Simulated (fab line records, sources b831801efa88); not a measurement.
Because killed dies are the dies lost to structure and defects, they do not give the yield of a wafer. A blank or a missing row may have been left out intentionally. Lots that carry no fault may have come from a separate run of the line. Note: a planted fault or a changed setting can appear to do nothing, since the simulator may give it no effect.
fab line records | flow sfq_line
[record] lots = 6 wafers = 18 last_day = 87
route steps=325 shown M4@155 I4@163
lots that met no fault: from a run of the same line without faults
start_h: hours from the record's opening day to when the first of the lot's shown wafers began | wait_h: hours since the lot's step before | " identical to the entry in the row above | L1.1+2: several wafers, shown together as one row | - no value, or no start given | * or withheld: withheld | < > ~ a bound
route shown NAME@n: NAME is a module with steps in the file, n the number in the route of the first one | usual: average and standard deviation across the fault-free wafers | same: alike in all rows | chamber/n: place in a boat | sites: each site's reading | _std_site: standard deviation across them | _edge_site: the outer-site mean with the inner-site mean subtracted | radius_mm: how far each site lies from the wafer's centre | mask NAME#n: copy n | behind: the most recent tool/chamber to have shaped the wafer | hold: why the lot went on hold/how many hours it stayed there/how the hold came to an end | device: which transistor (n, p or np) failed to switch | end of line: the route-end tests of the same wafers | for a step that has no rows: nothing shown but its recipe | killed: not the wafer's yield, but the dies lost to structure and defects at the first sort | map: dies across one wafer; x = killed, . = not, _ = none there
set.NAME: the setting the step ran with; set.NAME@STEP: the setting that earlier step ran with | model.NAME: the simulator's own value behind a step, which no gauge read
lots seen at some steps along the route; tables by step, rows by wafer
services: the hour from which a tool's chamber was out of use, counted from the record's first day as start_h (under 0 if before that day), plus the number of hours and why
[[steps]]
[step SFQ_TRILAYER_M4_LITHO_EXPOSE_094]
[recipe] mask_id = M4 na = 0.6 source_shape = conventional sigma_outer = 0.65 target_cd_nm = 500 dose_mj = 14.4
[step SFQ_TRILAYER_M4_LITHO_PEB_096]
[recipe] peb_temp_c = 115 peb_time_s = 60 resist = KrF
[step SFQ_TRILAYER_M4_LITHO_DEVELOP_095]
[recipe] time_s = 60 resist = KrF
[step SFQ_M4_OVL_MEAS_926]
[usual] M4_OVL = 2/5.9
// columns lot.wafer tool chamber start_h wait_h M4_OVL[nm]
L561.1 overlay-02 - 1098.61 0.1 5
L561.4 " - " " -5
L561.6 " - " " 2
L564.1 overlay-02 - 1129.25 0.1 -5
L564.3 " - " " -1
L564.4 " - " " -1
L571.2 overlay-02 - 1210.62 0.1 -2
L571.3 " - " " 4
L571.6 " - " " 5
L572.1 overlay-01 - 1212.32 0.1 -3
L572.2 " - " " 1
L572.5 " - " " -5
L573.2 overlay-01 - 1213.53 0.1 5
L573.3 " - " " 5
L573.6 " - " " -2
L576.2 overlay-01 - 1229.01 0.1 -1
L576.4 " - " " 3
L576.6 " - " " -1
[step SFQ_TRILAYER_M4_BARC_OPEN_METAL_ETCH_123]
[recipe] mask_material = PR chemistry = O2 target_depth_nm = 125 target = BARC icp_w = 600 bias_w = 80 pressure_mtorr = 10 time_s = 41.7
[usual] chamber_pressure_mTorr = 10.000/0.0094 drypump_motor_current_A = 5.6/0.51 oes_product_au = 0.686/0.0044
// columns lot.wafer tool chamber start_h wait_h chamber_pressure_mTorr drypump_motor_current_A oes_product_au rf_hours_counter_h
L561.1 rie_metal-03 0 1098.65 0.0 10.006 6.2 0.691 91
L561.4 " 0 " " 9.990 6.2 0.676 -
L561.6 " 1 " " 9.993 4.8 0.690 -
L564.1 rie_metal-03 1 1129.28 0.0 10.010 4.8 0.683 43
L564.3 " 1 " " 10.000 4.8 0.688 -
L564.4 " 0 " " 10.003 6.1 0.686 -
L571.2 rie_metal-02 1 1210.67 0.0 9.993 5.8 0.689 -
L571.3 " 1 " " 9.977 5.7 0.681 -
L571.6 " 1 " " 10.005 5.8 0.686 -
L572.1 rie_metal-03 0 1212.36 0.0 10.001 6.2 0.689 113
L572.2 " 1 " " 9.992 4.8 0.690 52
L572.5 " 1 " " 9.985 4.8 0.682 -
L573.2 rie_metal-02 1 1213.58 0.0 10.012 5.8 0.687 -
L573.3 " 1 " " 10.014 5.8 0.689 -
L573.6 " 1 " " 10.015 5.7 0.689 -
L576.2 rie_metal-01 0 1229.04 0.0 10.009 5.2 0.682 6
L576.4 " 0 " " 10.005 5.2 0.679 -
L576.6 " 0 " " 9.994 5.2 0.681 -
[step SFQ_TRILAYER_M4_ETCH_METAL_ETCH_096]
[recipe] target = Nb stop_on = SiO2 mask_material = PR chemistry = Cl2/Ar target_depth_nm = 240 icp_w = 600 bias_w = 80 pressure_mtorr = 10 time_s = 120
[step SFQ_TRILAYER_M4_STRIP_STRIP_097]
[recipe] gas = O2 power_w = 200 platen_temp_c = 40 overash_fraction = 0.65 chemistry = O2 pressure_mtorr = 50
[usual] chamber_pressure_mTorr = 50.00/0.044 drypump_motor_current_A = 5.6/0.51 oes_product_au = 1.003/0.0089 platen_temp_c = 40.02/0.11
[same] overash_fraction = 0.65
// columns lot.wafer tool chamber start_h wait_h chamber_pressure_mTorr drypump_motor_current_A oes_product_au platen_temp_c rf_hours_counter_h
L561.1 rie_metal-03 0 1098.83 0.1 50.04 6.1 1.012 39.98 91
L561.4 " 0 " " 50.02 6.1 1.001 40.17 -
L561.6 " 1 " " 50.08 4.8 1.006 40.13 -
L564.1 rie_metal-03 1 1129.47 0.1 50.05 4.8 1.012 39.97 43
L564.3 " 1 " " 50.09 4.8 1.006 40.04 -
L564.4 " 0 " " 50.02 6.1 0.994 39.86 -
L571.2 rie_metal-02 1 1211.22 0.4 50.03 5.8 1.012 40.27 -
L571.3 " 1 " " 49.98 5.7 1.013 40.09 -
L571.6 " 1 " " 50.03 5.7 1.019 39.97 -
L572.1 rie_metal-03 0 1212.54 0.1 50.08 6.2 0.999 40.08 114
L572.2 " 1 " " 49.97 4.8 1.012 39.95 52
L572.5 " 1 " " 49.99 4.8 1.007 39.87 -
L573.2 rie_metal-02 1 1214.13 0.4 50.04 5.8 1.013 39.98 -
L573.3 " 1 " " 49.99 5.8 1.016 40.09 -
L573.6 " 1 " " 50.01 5.8 1.005 40.02 -
L576.2 rie_metal-01 0 1229.22 0.1 49.98 5.2 0.999 40.14 7
L576.4 " 0 " " 50.05 5.2 1.004 40.11 -
L576.6 " 0 " " 50.06 5.2 1.006 40.00 -
[step SFQ_TRILAYER_M4_STRIP_SOLV_CLEAN_098]
[recipe] chemistry = NMP temp_c = 70 time_s = 600
[step SFQ_TRILAYER_I4_DEP_PECVD_099]
[recipe] material = SiO2 temp_c = 150 time_s = 111.11 pressure_torr = 2.4 rf_w = 183.3 precursor = SiH4/N2O target_thk_nm = 500
[usual] heater_power_w = 87/16 susceptor_temp_C = 150.00/0.15 throttle_valve_pct = 24.2/1.4
// columns lot.wafer tool chamber start_h wait_h heater_power_w susceptor_temp_C throttle_valve_pct
L561.1 pecvd-04 0 1099.62 0.0 102 149.82 22.8
L561.4 " 2 " " 81 150.14 24.8
L561.6 " 0 " " 83 150.11 22.7
L564.1 pecvd-04 0 1130.24 0.0 90 149.94 23.1
L564.3 " 1 " " 94 149.89 23.4
L564.4 " 0 " " 93 149.78 23.1
L571.2 pecvd-04 1 1212.39 0.0 93 150.20 23.3
L571.3 " 2 " " 82 149.97 25.3
L571.6 " 1 " " 95 149.93 23.4
L572.1 pecvd-01 2 1213.34 0.0 84 149.98 24.0
L572.2 " 1 " " 96 150.10 23.3
L572.5 " 0 " " 67 150.29 23.5
L573.2 pecvd-03 2 1215.30 0.0 118 149.70 23.8
L573.3 " 1 " " 63 150.07 27.9
L573.6 " 2 " " 122 150.03 24.5
L576.2 pecvd-04 2 1230.00 0.0 73 150.08 25.4
L576.4 " 0 " " 86 150.20 23.0
L576.6 " 1 " " 95 149.83 23.6
[step SFQ_TRILAYER_I4_CMP_CMP_100]
[recipe] material = SiO2 down_force_psi = 3 platen_rpm = 60 pad_velocity_m_s = 0.94248
[step SFQ_I4_BOW_MEAS_927]
[recipe] mode = bow
[usual] I4_BOW = 6/8.3
// columns lot.wafer tool chamber start_h wait_h I4_BOW[um]
L561.1 film_metro-04 - 1103.45 2.0 -1
L561.4 " - " " -9
L561.6 " - " " 9
L564.1 film_metro-02 - 1134.03 1.5 23
L564.3 " - " " 26
L564.4 " - " " 8
L571.2 film_metro-03 - 1219.63 2.0 13
L571.3 " - " " 1
L571.6 " - " " 5
L572.1 film_metro-03 - 1222.61 2.5 11
L572.2 " - " " 19
L572.5 " - " " 17
L573.2 film_metro-04 - 1223.59 2.0 -1
L573.3 " - " " 6
L573.6 " - " " 4
L576.2 film_metro-04 - 1234.63 1.5 8
L576.4 " - " " 14
L576.6 " - " " 25
[step SFQ_TRILAYER_I4_METRO_MEASURE_101]
[usual] thk_nm = 199.7/1.1
// columns lot.wafer tool chamber start_h wait_h thk_nm
L561.1 film_metro-04 - 1103.57 0.1 198.6
L561.4 " - " " 197.6
L561.6 " - " " 200.0
L564.1 film_metro-02 - 1134.15 0.1 199.1
L564.3 " - " " 200.2
L564.4 " - " " 200.4
L571.2 film_metro-03 - 1219.93 0.3 199.1
L571.3 " - " " 198.3
L571.6 " - " " 199.0
L572.1 film_metro-03 - 1222.73 0.1 200.4
L572.2 " - " " 199.2
L572.5 " - " " 200.1
L573.2 film_metro-04 - 1223.89 0.3 197.7
L573.3 " - " " 198.6
L573.6 " - " " 198.3
L576.2 film_metro-04 - 1234.93 0.3 198.8
L576.4 " - " " 199.9
L576.6 " - " " 198.2
[step SFQ_TRILAYER_I4_VIA_LITHO_COAT_108]
[recipe] resist = BARC spin_rpm = 3000 resist_thk_nm = 62
// columns lot.wafer tool chamber start_h wait_h model.BARC_of_TRILAYER_I4_VIA_LITHO_COAT_108.thk_nm
L561.1 litho_track-02 0 1104.77 1.0 61.89
L561.4 " 0 " " 61.76
L561.6 " 0 " " 61.86
L564.1 litho_track-04 0 1135.35 1.0 61.79
L564.3 " 0 " " 62
L564.4 " 0 " " 61.82
L571.2 litho_track-02 0 1220.98 0.8 55.62
L571.3 " 0 " " 61.73
L571.6 " 0 " " 61.85
L572.1 litho_track-03 0 1223.93 1.0 61.95
L572.2 " 0 " " 61.96
L572.5 " 0 " " 61.68
L573.2 litho_track-02 0 1224.94 0.8 55.87
L573.3 " 0 " " 62.3
L573.6 " 0 " " 62.26
L576.2 litho_track-03 0 1235.98 0.8 61.85
L576.4 " 0 " " 61.79
L576.6 " 0 " " 61.6
[step SFQ_TRILAYER_I4_VIA_LITHO_COAT_103]
[recipe] resist = KrF spin_rpm = 3000 resist_thk_nm = 650
[step SFQ_TRILAYER_I4_VIA_LITHO_SOFTBAKE_107]
[recipe] temp_c = withheld time_s = withheld resist = KrF
[step SFQ_TRILAYER_I4_VIA_LITHO_EXPOSE_104]
[recipe] mask_id = I4 na = 0.6 source_shape = conventional sigma_outer = 0.65 target_cd_nm = 700 dose_mj = 21.3
[step SFQ_TRILAYER_I4_VIA_LITHO_PEB_106]
[recipe] peb_temp_c = 115 peb_time_s = 60 resist = KrF
[step SFQ_TRILAYER_I4_VIA_LITHO_DEVELOP_105]
[recipe] time_s = 60 resist = KrF
[step SFQ_I4_OVL_MEAS_928]
[usual] I4_OVL = 2/5.8
// columns lot.wafer tool chamber start_h wait_h I4_OVL[nm]
L561.1 overlay-02 - 1236.30 0.1 6
L561.4 " - " " 7
L561.6 " - " " 3
L564.1 overlay-02 - 1268.70 0.1 -8
L564.3 " - " " -9
L564.4 " - " " -5
L571.2 overlay-01 - 1360.95 0.1 -7
L571.3 " - " " -7
L571.6 " - " " -6
L572.1 overlay-02 - 1365.75 0.1 -3
L572.2 " - " " -2
L572.5 " - " " -7
L573.2 overlay-01 - 1366.95 0.1 10
L573.3 " - " " 15
L573.6 " - " " 14
L576.2 overlay-02 - 1381.27 0.1 9
L576.4 " - " " 10
L576.6 " - " " 11
[step SFQ_TRILAYER_I4_VIA_BARC_OPEN_VIA_ETCH_146]
[recipe] mask_material = PR chemistry = O2 target_depth_nm = 125 target = BARC source_w = 500 bias_w = 80 pressure_mtorr = 30 time_s = 41.7
[usual] chamber_pressure_mTorr = 29.997/0.029 drypump_motor_current_A = 5.9/0.54 oes_product_au = 0.685/0.0045
// columns lot.wafer tool chamber start_h wait_h chamber_pressure_mTorr drypump_motor_current_A oes_product_au rf_hours_counter_h model.etch.depth_nm
L561.1 rie_diel-03 0 1236.34 0.0 29.941 6.1 0.686 18 61.89
L561.4 " 1 " " 30.002 6.8 0.675 10 61.76
L561.6 " 3 " " 30.002 5.8 0.683 - 61.86
L564.1 rie_diel-01 0 1268.74 0.0 29.998 5.4 0.688 4 61.79
L564.3 " 3 " " 29.984 6.0 0.688 6 62
L564.4 " 2 " " 30.026 5.8 0.685 16 61.82
L571.2 rie_diel-01 0 1360.98 0.0 30.014 5.5 0.660 6 55.62
L571.3 " 1 " " 29.988 5.1 0.684 19 61.73
L571.6 " 3 " " 30.032 6.1 0.680 - 61.85
L572.1 rie_diel-02 2 1365.78 0.0 30.010 6.3 0.680 9 61.95
L572.2 " 1 " " 30.008 4.8 0.683 19 61.96
L572.5 " 0 " " 29.957 6.0 0.681 - 61.68
L573.2 rie_diel-03 2 1366.98 0.0 29.972 6.4 0.658 8 55.87
L573.3 " 3 " " 29.976 5.8 0.686 10 62.3
L573.6 " 3 " " 30.012 5.8 0.681 - 62.26
L576.2 rie_diel-02 3 1381.30 0.0 29.993 5.7 0.681 12 61.85
L576.4 " 1 " " 30.000 4.8 0.679 19 61.79
L576.6 " 3 " " 29.988 5.7 0.683 - 61.6
[step SFQ_TRILAYER_I4_VIA_ETCH_VIA_ETCH_106]
[recipe] target = SiO2 stop_on = Nb mask_material = PR taper_deg = 20 chemistry = CHF3 target_depth_nm = 260 source_w = 500 bias_w = 80 pressure_mtorr = 30 time_s = withheld
[usual] chamber_pressure_mTorr = 29.996/0.027 drypump_motor_current_A = 5.9/0.54 oes_product_au = 0.854/0.005
// columns lot.wafer tool chamber start_h wait_h chamber_pressure_mTorr drypump_motor_current_A oes_product_au
L561.1 rie_diel-03 0 1236.38 0.0 29.998 6.1 0.855
L561.4 " 1 " " 29.990 6.8 0.850
L561.6 " 3 " " 30.001 5.8 0.863
L564.1 rie_diel-01 0 1268.78 0.0 30.010 5.4 0.841
L564.3 " 3 " " 30.035 6.0 0.865
L564.4 " 2 " " 29.990 5.8 0.860
L571.2 rie_diel-01 0 1361.02 0.0 30.027 5.4 0.847
L571.3 " 1 " " 30.026 5.0 0.852
L571.6 " 3 " " 29.949 6.1 0.851
L572.1 rie_diel-02 2 1365.82 0.0 30.039 6.3 0.850
L572.2 " 1 " " 29.982 4.8 0.853
L572.5 " 0 " " 29.988 6.0 0.859
L573.2 rie_diel-03 2 1367.02 0.0 29.996 6.4 0.846
L573.3 " 3 " " 29.971 5.8 0.848
L573.6 " 3 " " 30.008 5.8 0.848
L576.2 rie_diel-02 3 1381.34 0.0 29.984 5.7 0.854
L576.4 " 1 " " 29.983 4.8 0.854
L576.6 " 3 " " 29.998 5.7 0.844
[[services]]
// columns tool chamber start_h hours kind
rie_diel-03 0 1074.73 17.9 repair
rie_diel-01 3 1086.42 15.3 repair
rie_diel-01 0 1097.26 4.2 repair
rie_metal-02 0 1100.62 3.0 repair
rie_metal-01 - 1115.71 0.1 repair
film_metro-03 - 1122.63 0.9 pm
film_metro-04 - 1131.18 0.7 pm
film_metro-04 - 1137.48 4.6 pm
rie_metal-03 1 1162.63 31.6 repair
film_metro-04 - 1166.73 1.1 pm
pecvd-04 - 1175.38 1.7 repair
rie_diel-01 - 1176.39 4.7 repair
rie_diel-02 - 1206.94 15.6 pm
rie_diel-03 - 1210.43 0.3 repair
rie_metal-03 - 1231.48 1.2 repair
rie_diel-03 0 1252.18 7.4 repair
film_metro-04 - 1258.94 1.1 pm
rie_diel-01 1 1261.11 3.0 repair
rie_diel-02 0 1282.01 8.1 repair
rie_metal-02 1 1285.18 35.8 repair
rie_diel-02 3 1290.03 4.8 repair
rie_diel-03 1 1308.80 4.3 repair
rie_diel-03 2 1316.74 6.6 repair
film_metro-04 - 1376.30 0.6 pm
[[key]]
[first_sign] step = SFQ_TRILAYER_I4_VIA_BARC_OPEN_VIA_ETCH_146 reading = oes_product_au direction = down sigmas = 5.7 usual = 0.685 struck = 0.659
effect none on later readings
[model_effect] step = SFQ_TRILAYER_I4_VIA_LITHO_COAT_108 value = BARC_of_TRILAYER_I4_VIA_LITHO_COAT_108.thk_nm without = 61.91 struck = 55.75
[model_effect] step = SFQ_TRILAYER_I4_VIA_BARC_OPEN_VIA_ETCH_146 value = etch.depth_nm without = 61.91 struck = 55.75
met_at SFQ_TRILAYER_I4_VIA_LITHO_COAT_108
struck_wafers L571.2,L573.2
onset_between 1104.77 1220.98
[fault] kind = process_parameter_drift tool = litho_track-02 chamber = - onset_h = 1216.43 steps = SFQ_TRILAYER_I4_VIA_LITHO_COAT_108 channel = resist_thk_nm offset = -6.1718 shape = step end_h = 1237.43 scope = struck_wafers_only acts_in = these_recipes_only stated = 62
